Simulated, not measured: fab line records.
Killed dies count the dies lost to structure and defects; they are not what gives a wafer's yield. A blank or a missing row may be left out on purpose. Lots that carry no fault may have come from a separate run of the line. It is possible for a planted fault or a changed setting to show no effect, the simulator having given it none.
Which tool is to blame? | flow gf180mcu | 13 lots, 36 wafers sampled, at 5 steps of a route of 602

== WHAT THE GAUGES SHOWED, per wafer ==
GF_MIM_THK_MEAS_06.
lot  | measured     | on            | MIM_CVD_05_THK (nm)
L135 | day 24 06:40 | film-metro-04 | 41.0 41.6 41.9
L137 | day 25 06:09 | film-metro-03 | 41.2 41.3 42.3
L140 | day 26 02:20 | film-metro-04 | 50.2 50.9
L141 | day 26 09:08 | film-metro-01 | 50.4 50.6
L143 | day 27 05:18 | film-metro-04 | 50.3 42.1
L148 | day 28 17:30 | film-metro-01 | 41.0 41.4 42.2
L150 | day 29 06:52 | film-metro-01 | 41.4 40.9 41.8
L153 | day 30 06:40 | film-metro-04 | 41.4 42.0 41.5
L154 | day 30 14:58 | film-metro-04 | 41.4 41.6 42.1
L155 | day 30 18:46 | film-metro-04 | 42.0 41.6 42.6
L156 | day 30 20:55 | film-metro-01 | 41.1 40.9 41.5
L157 | day 30 23:40 | film-metro-03 | 41.7 41.6 41.4
L158 | day 31 08:55 | film-metro-04 | 41.5 42.1 41.6

GF_MIM_THK_MEAS_11: measures by xrf.
lot  | measured     | on            | MIM_ALCU_THK (nm)
L135 | day 24 06:56 | film-metro-03 | 200.8 199.8 200.8
L137 | day 25 06:26 | film-metro-04 | 202.1 202.2 202.1
L140 | day 26 02:37 | film-metro-04 | 200.3 198.7
L141 | day 26 09:26 | film-metro-01 | 201.5 199.9
L143 | day 27 05:35 | film-metro-04 | 197.9 196.5
L148 | day 28 17:47 | film-metro-01 | 200.5 201.2 202.4
L150 | day 29 07:08 | film-metro-03 | 202.1 202.2 202.2
L153 | day 30 06:57 | film-metro-03 | 200.6 198.1 200.6
L154 | day 30 15:15 | film-metro-04 | 199.9 199.7 200.7
L155 | day 30 19:04 | film-metro-03 | 198.0 198.4 196.5
L156 | day 30 21:11 | film-metro-04 | 198.5 200.5 199.7
L157 | day 30 23:56 | film-metro-04 | 202.6 203.3 203.5
L158 | day 31 09:13 | film-metro-03 | 193.0 193.0 192.8

== WHICH TOOL RAN EACH LOT (tool, then ch and the chambers of the sampled wafers, then the start) ==
lot  | GF_MIM_SPUTTER_00            | GF_MIM_CVD_05                   | GF_MIM_SPUTTER_09
L135 | pvd-sputter-03, day 24 06:24 | pecvd-04 ch 1,2, day 24 06:37   | pvd-sputter-01, day 24 06:47
L137 | pvd-sputter-03, day 25 05:53 | pecvd-01 ch 0,1, day 25 06:07   | pvd-sputter-02, day 25 06:16
L140 | pvd-sputter-03, day 26 02:04 | pecvd-01 ch 0, day 26 02:17     | pvd-sputter-01, day 26 02:27
L141 | pvd-sputter-02, day 26 08:52 | pecvd-01 ch 1,2, day 26 09:05   | pvd-sputter-01, day 26 09:15
L143 | pvd-sputter-01, day 27 05:01 | pecvd-01 ch 0,1, day 27 05:16   | pvd-sputter-03, day 27 05:25
L148 | pvd-sputter-03, day 28 17:13 | pecvd-04 ch 0,1,2, day 28 17:28 | pvd-sputter-01, day 28 17:37
L150 | pvd-sputter-03, day 29 06:35 | pecvd-03 ch 0,2, day 29 06:50   | pvd-sputter-02, day 29 06:59
L153 | pvd-sputter-02, day 30 06:23 | pecvd-01 ch 0,1, day 30 06:37   | pvd-sputter-01, day 30 06:46
L154 | pvd-sputter-01, day 30 14:42 | pecvd-03 ch 0,1, day 30 14:55   | pvd-sputter-03, day 30 15:06
L155 | pvd-sputter-02, day 30 18:31 | pecvd-03 ch 0,2, day 30 18:44   | pvd-sputter-03, day 30 18:55
L156 | pvd-sputter-01, day 30 20:40 | pecvd-04 ch 0,1,2, day 30 20:53 | pvd-sputter-02, day 30 21:02
L157 | pvd-sputter-03, day 30 23:23 | pecvd-04 ch 0,1,2, day 30 23:37 | pvd-sputter-01, day 30 23:47
L158 | pvd-sputter-02, day 31 08:39 | pecvd-03 ch 0,1,2, day 31 08:52 | pvd-sputter-03, day 31 09:02
- GF_MIM_SPUTTER_00: material Ti, target thk 37.5 nm, time 150 s.
- GF_MIM_CVD_05: deposits Si3N4, target thk 42 nm, time 29.086 s.
- GF_MIM_SPUTTER_09: material TiN, target thk 35 nm, time 29.2 s.

== WHAT THE TOOLS THEMSELVES READ (means of the sampled wafers that have a number; where no wafer has one, the mark that the record gives instead) ==
GF_MIM_SPUTTER_00.
lot  | tool           | throttle-valve-pct (%)
L135 | pvd-sputter-03 | 29.7
L137 | pvd-sputter-03 | 29.8
L140 | pvd-sputter-03 | 29.8
L141 | pvd-sputter-02 | 31.1
L143 | pvd-sputter-01 | 29.9
L148 | pvd-sputter-03 | 30.0
L150 | pvd-sputter-03 | 30.0
L153 | pvd-sputter-02 | 30.5
L154 | pvd-sputter-01 | 30.9
L155 | pvd-sputter-02 | 31.4
L156 | pvd-sputter-01 | 31.3
L157 | pvd-sputter-03 | 30.0
L158 | pvd-sputter-02 | 30.4

GF_MIM_CVD_05.
lot  | tool     | heater-power-outer-w (W) | heater-power-w (W)
L135 | pecvd-04 | 408                      | 663
L137 | pecvd-01 | 267                      | 466
L140 | pecvd-01 | 274                      | 476
L141 | pecvd-01 | 354                      | 609
L143 | pecvd-01 | 307                      | 518
L148 | pecvd-04 | 436                      | 727
L150 | pecvd-03 | 260                      | 510
L153 | pecvd-01 | 307                      | 509
L154 | pecvd-03 | 374                      | 638
L155 | pecvd-03 | 337                      | 611
L156 | pecvd-04 | 471                      | 759
L157 | pecvd-04 | 468                      | 769
L158 | pecvd-03 | 354                      | 627

GF_MIM_SPUTTER_09.
lot  | tool           | throttle-valve-pct (%)
L135 | pvd-sputter-01 | 29.8
L137 | pvd-sputter-02 | 31.1
L140 | pvd-sputter-01 | 30.9
L141 | pvd-sputter-01 | 29.1
L143 | pvd-sputter-03 | 30.3
L148 | pvd-sputter-01 | 30.2
L150 | pvd-sputter-02 | 29.1
L153 | pvd-sputter-01 | 31.1
L154 | pvd-sputter-03 | 30.1
L155 | pvd-sputter-03 | 30.1
L156 | pvd-sputter-02 | 31.7
L157 | pvd-sputter-01 | 29.9
L158 | pvd-sputter-03 | 30.2

== THE ANSWER, worked out from the rows above alone ==
Rule: what is usual is taken from the lots themselves. Put in order of their means at a reading, lots are off if they are a third of the lots or fewer, leave a main group of 4 or more, and stand apart from it by a gap of 3 or more times the standard deviation of the main group's means; of several such gaps the widest counts. The tables above print the reading to a certain number of digits; a main group whose means all agree to those digits is not used. Also off: a lot with no number at a reading for which 4 or more lots have one. All remaining lots with rows at the step are treated as sound. First the gauges in route order, then the tools' own readings, where a lot's mean is used as printed above. At the first step where some lot is off, the reading lying furthest off is the one used; lots without a number count as furthest.
Off: L140, L141, L143, at GF_MIM_THK_MEAS_06 (MIM_CVD_05_THK). The main group: mean 41.6 nm, standard deviation 0.22.
A tool fits if, at a process step before that reading, it ran every lot that is off, and no sound lot after the first of them. The gauges at GF_MIM_THK_MEAS_06 are tried like those tools. Of those tried, none fits.

== WHAT HAD BEEN PUT IN BY THE SIMULATOR ==
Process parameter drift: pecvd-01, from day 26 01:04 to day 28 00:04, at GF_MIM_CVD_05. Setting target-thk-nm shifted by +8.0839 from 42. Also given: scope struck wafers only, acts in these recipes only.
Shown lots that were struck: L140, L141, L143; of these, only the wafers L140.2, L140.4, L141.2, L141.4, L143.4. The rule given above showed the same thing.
